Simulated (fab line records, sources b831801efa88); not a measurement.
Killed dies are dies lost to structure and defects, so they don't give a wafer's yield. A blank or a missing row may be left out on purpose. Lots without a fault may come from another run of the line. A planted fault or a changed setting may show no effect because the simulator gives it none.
A struck lot beside a sound one | flow sky130 | 32 steps out of a route of 708
Sound: wafers L988.1, L988.3, L988.5. Struck: wafers L994.2, L994.4, L994.5. The cause comes at the end.
At each step with rows: each side's tool, then ch and its chambers, then its first start. Under that, the readings that differ: sound wafers | struck wafers | difference of the means | sigmas: that difference in standard deviations of wafers without a fault.
alike: readings whose means differ by less than 2 such deviations, and words and numbers that are the same on both sides. not compared: withheld readings, readings that some wafer has no value for, bounds like >300 that may hide the same value, and numbers for which the record gives no deviation and whose values overlap.
The two part at a step that has a row with sigmas, a row that says differs or no value, or rows on one side only. Numbers that don't overlap but have no deviation are shown without sigmas and don't part them. A reading that every wafer of one side lacks parts them only if that side has two wafers or more.

SKY_FIELD_ISO_BOW_MEAS_00:
  sound on film_metro-03, day 3 12:00; struck on film_metro-04, day 4 18:01
  alike: INCOMING_BOW
SKY_FIELD_ISO_OXIDATION_01: stabilise 600 s, purge 300 s, target thk 12 nm.
  sound on furnace-02 ch 0, day 3 12:49; struck on furnace-01 ch 0, day 4 18:07
  reading                                          | sound             | struck               | difference | sigmas
  spike_tc_bottom_C (C)                            | 918.2 917.5 917.8 | 963.3 964.5 962.5    | +45.6      | +41
  spike_tc_centre_C (C)                            | 900.6 899.3 900.4 | 944.7 944.3 944.7    | +44.5      | +40
  spike_tc_lower_C (C)                             | 900.8 899.7 900.3 | 944.4 944.2 945.3    | +44.4      | +44
  spike_tc_top_C (C)                               | 917 917 916       | 952 950 951          | +34        | +7
  spike_tc_upper_C (C)                             | 898.6 900.9 897.1 | 944.5 943.4 941.6    | +44.3      | +40
  tube_center_temp_C (C)                           | 899.97 900.05 900 | 944.65 944.59 944.46 | +44.56     | +99 or more
  tube_center_temp_C_max                           | 902.0 902.8 901.7 | 947.5 946.7 946.7    | +44.8      | +99 or more
  zone_power_bottom_pct (%)                        | 25.5 25.5 25.4    | 29.7 30.2 29.9       | +4.5       | +6
  zone_power_centre_pct (%)                        | 18.9 18.6 18.5    | 22.1 22.0 22.0       | +3.4       | +6
  zone_power_top_pct (%)                           | 37.1 37.1 36.9    | 39.2 39.7 39.8       | +2.5       | +5
  zone_power_upper_pct (%)                         | 17.9 17.6 18.0    | 22.3 22.3 22.5       | +4.5       | +4
  model.SiO2_of_FIELD_ISO_OXIDATION_01.thk_nm (nm) | 12.5 12.59 12.47  | 18.79 19.05 18.85    | +6.38      |
SKY_FIELD_ISO_THK_MEAS_02:
  sound on film_metro-04, day 3 14:20; struck on film_metro-04, day 4 19:38
  reading                         | sound             | struck            | difference | sigmas
  FIELD_ISO_OXIDATION_00_THK (nm) | 12.52 12.60 12.54 | 18.81 19.01 18.86 | +6.34      | +25
then, 1 step without rows for these wafers: SKY_FIELD_ISO_CVD_03 (deposits Si3N4 from DCS/NH3, target thk 165 nm, time 2830 s).
SKY_FIELD_ISO_THK_MEAS_04:
  sound on film_metro-04, day 3 16:11; struck on film_metro-03, day 4 21:29
  reading                   | sound             | struck            | difference | sigmas
  FIELD_ISO_CVD_03_THK (nm) | 167.3 168.8 168.9 | 163.8 165.2 164.7 | -3.8       | -3
then, 8 steps without rows for these wafers: SKY_FIELD_ISO_DEHYDRATE_05 (time 60 s); SKY_FIELD_ISO_HMDS_06 (prime time 60 s); SKY_FIELD_ISO_COAT_07 (resist thk 60 nm); SKY_FIELD_ISO_COAT_08 (resist thk 450 nm); SKY_FIELD_ISO_SOFTBAKE_09 (time 90 s); SKY_FIELD_ISO_EXPOSE_10 (exposes mask FOM, target cd 150 nm); SKY_FIELD_ISO_PEB_11; SKY_FIELD_ISO_DEVELOP_12 (develop time 60 s).
SKY_FIELD_ISO_CD_MEAS_13: target cd 150 nm.
  sound on cd_sem-01, day 4 08:25; struck on cd_sem-02, day 5 15:12
  alike: cd_nm
SKY_FIELD_ISO_ETCH_14: etches BARC in N2/H2, stops on SiO2, time 45.9 s, target depth 60 nm.
  sound on rie_diel-02 ch 0,1,3, day 4 08:32; struck on rie_diel-03 ch 2,3, day 5 15:18
  alike: drypump_motor_current_A, oes_product_au, rf_fwd_power_W, throttle_valve_pct
  not compared: rf_hours_counter_h
SKY_FIELD_ISO_ETCH_15: etches the open film in CHF3/O2, stops on Si, target depth 180 nm, time 72 s.
  sound on rie_diel-02 ch 0,1,3, day 4 08:35; struck on rie_diel-03 ch 2,3, day 5 15:20
  reading               | sound             | struck            | difference | sigmas
  oes_product_au (a.u.) | 0.955 0.960 0.959 | 0.939 0.947 0.938 | -0.017     | -2
  alike: drypump_motor_current_A, rf_fwd_power_W, throttle_valve_pct
  not compared: rf_hours_counter_h
SKY_FIELD_ISO_STRIP_16: strips in O2/N2.
  sound on plasma_asher-01 ch 1, day 4 08:38; struck on plasma_asher-03 ch 0, day 5 15:24
  reading                     | sound          | struck         | difference | sigmas
  drypump_motor_current_A (A) | 5.86 5.86 5.89 | 5.36 5.36 5.37 | -0.51      | -2
  alike: oes_product_au, strip_time_to_endpoint_s
  not compared: rf_hours_counter_h
SKY_FIELD_ISO_ETCH_17: etches Si in HBr/Cl2/O2, target depth 342 nm, time 97.7 s.
  sound on rie_si-02 ch 1,2,3, day 4 08:44; struck on rie_si-02 ch 1,2,3, day 5 15:30
  alike: drypump_motor_current_A, mfc_cl2_sccm, oes_product_au, rf_fwd_power_W, throttle_valve_pct
  not compared: rf_hours_counter_h
then, 5 steps without rows for these wafers: SKY_FIELD_ISO_WET_ETCH_18 (etches Si3N4 in H3PO4, target depth 25 nm, time 286 s); SKY_FIELD_ISO_CLEAN_19 (cleans in SC1/SC2, time 150 s); SKY_FIELD_ISO_CLEAN_20 (cleans in dHF, time 20 s); SKY_FIELD_ISO_WET_ETCH_21 (etches SiO2 in dHF, target depth 20 nm, time 400 s); SKY_FIELD_ISO_OXIDATION_22 (stabilise 600 s, purge 300 s, target thk 10 nm).
SKY_FIELD_ISO_THK_MEAS_23:
  sound on film_metro-04, day 4 10:49; struck on film_metro-03, day 5 18:52
  alike: FIELD_ISO_OXIDATION_01_THK
then, 1 step without rows for these wafers: SKY_FIELD_ISO_CVD_24 (deposits SiO2, target thk 595 nm, time 99.2 s).
SKY_FIELD_ISO_THK_MEAS_25:
  sound on film_metro-03, day 4 10:58; struck on film_metro-02, day 5 18:59
  alike: FIELD_ISO_CVD_24_THK
then, 1 step without rows for these wafers: SKY_FIELD_ISO_ANNEAL_26 (time 1800 s).
SKY_FIELD_ISO_CMP_27: polishes, stops on Si3N4, t overpolish 16 s, target thk 457.8 nm.
  sound on cmp-01 ch 0,2,3, day 4 12:35; struck on cmp-02 ch 1,2, day 5 22:22
  alike: motor_current_A
then, 1 step without rows for these wafers: SKY_FIELD_ISO_WET_ETCH_28 (etches SiO2 in dHF, target depth 23.7 nm, time 47 s).
SKY_FIELD_ISO_WET_ETCH_29: etches Si3N4 in H3PO4, target depth 160 nm, time 1825 s.
  sound on wet_bench-01 ch 1, day 4 12:52; struck on wet_bench-02 ch 1, day 5 22:38
  reading                                          | sound             | struck            | difference | sigmas
  model.SiO2_of_FIELD_ISO_OXIDATION_01.thk_nm (nm) | 12.18 12.26 12.15 | 18.47 18.73 18.53 | +6.38      |
  alike: bath_guard_temp_C
then, 1 step without rows for these wafers: SKY_FIELD_ISO_WET_ETCH_30 (etches SiO2 in dHF, target depth 25 nm, time 50 s).
-- the record jumps here: 44 days lie between the struck wafers' starts before and after (it left off in module FIELD_ISO and takes up again in module PAD_OPEN, whose first step shown is number 708 of the route) --
SKY_PAD_OPEN_PROBE_99:
  sound on prober-02, day 48 11:51; struck on prober-02, day 49 17:38
  reading                                          | sound                | struck               | difference | sigmas
  model.etest.sram_nfet_pass.off_log10_a_um        | -12.93 -12.75 -12.83 | -13.23 -13.16 -13.06 | -0.31      |
  model.etest.diode_ndiff_fingers.leak_log10_a_cm2 | -6.787 -6.698 -6.526 | -6.995 -6.859 -7.041 | -0.295     |
  model.etest.sram_nfet_pass.vt_v (V)              | 0.6883 0.6883 0.6739 | 0.7063 0.7242 0.7056 | +0.0285    |
  model.etest.sram_nfet_pass.vt_sat_v (V)          | 0.5878 0.5853 0.5828 | 0.6099 0.6271 0.6044 | +0.0285    |
  alike: killed_at_M0_to_M3, killed_at_M4_up, killed_at_contacts, killed_at_front_end, killed_at_other, killed_dies, killed_on_rim, killed_open, killed_short
  not compared: model.etest.diode_pdiff_fingers.leak_log10_a_cm2

WHERE THEY PART
First at SKY_FIELD_ISO_OXIDATION_01; last, within this record, at SKY_FIELD_ISO_STRIP_16. Later steps at which nothing parts them and some readings are alike: SKY_FIELD_ISO_ETCH_17, SKY_FIELD_ISO_THK_MEAS_23, SKY_FIELD_ISO_THK_MEAS_25, SKY_FIELD_ISO_CMP_27, SKY_FIELD_ISO_WET_ETCH_29, SKY_PAD_OPEN_PROBE_99.

WHY: what the simulator had put in
Process parameter drift: furnace-01, from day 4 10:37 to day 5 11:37, at SKY_FIELD_ISO_OXIDATION_01. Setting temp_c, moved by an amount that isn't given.
